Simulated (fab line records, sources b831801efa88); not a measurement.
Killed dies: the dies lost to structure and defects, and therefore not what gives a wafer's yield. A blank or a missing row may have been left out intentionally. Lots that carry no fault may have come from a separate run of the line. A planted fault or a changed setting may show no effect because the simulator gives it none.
Chamber matching	flow gf180mcu	GF_CONTACT_CMP_04 on cmp-01: 4 sister chambers
The step polishes SiO2. 7 wafers are shown with their chamber, then 7 later ones without.

## EACH WAFER AND ITS CHAMBER
wafer	chamber	motor-current-A (A)
L367.5	0	12.5
L370.3	2	12.9
L372.3	2	12.9
L372.4	1	11.9
L372.6	3	12.2
L376.2	0	12.2
L376.3	3	11.5

## WAFERS WITH NO CHAMBER GIVEN
wafer	motor-current-A (A)
L376.5	13.2
L379.1	12.7
L379.2	11.9
L379.4	13.0
L388.1	13.2
L388.3	11.7
L388.5	12.5

## WHICH CHAMBER EACH WENT THROUGH
wafer	from the rows above	in truth
L376.5	can't be placed: 2 or 0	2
L379.1	can't be placed: 2 or 0 or 1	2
L379.2	can't be placed: 1 or 3 or 0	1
L379.4	can't be placed: 2 or 0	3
L388.1	can't be placed: 2 or 0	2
L388.3	can't be placed: 3 or 1 or 0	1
L388.5	can't be placed: 0 or 2 or 1 or 3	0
Placed correctly: 0 of 7. These rows do not allow placing 7 (true chamber among the candidates in 6). Number placed wrongly: 0.
How it was worked out, from the rows above alone: a wafer's distance from a chamber is the root of the sum, over the readings, of the square of ((its reading less the chamber's mean) divided by the reading's scatter). The wafer belongs to the nearest chamber; if the next one is less than 2 further off, it can't be placed. A chamber's mean is the mean of its shown wafers. How the scatter is found: for the shown wafers, subtract from each reading the mean of its chamber, square and add these, divide the total by (wafers less chambers), then take the root.
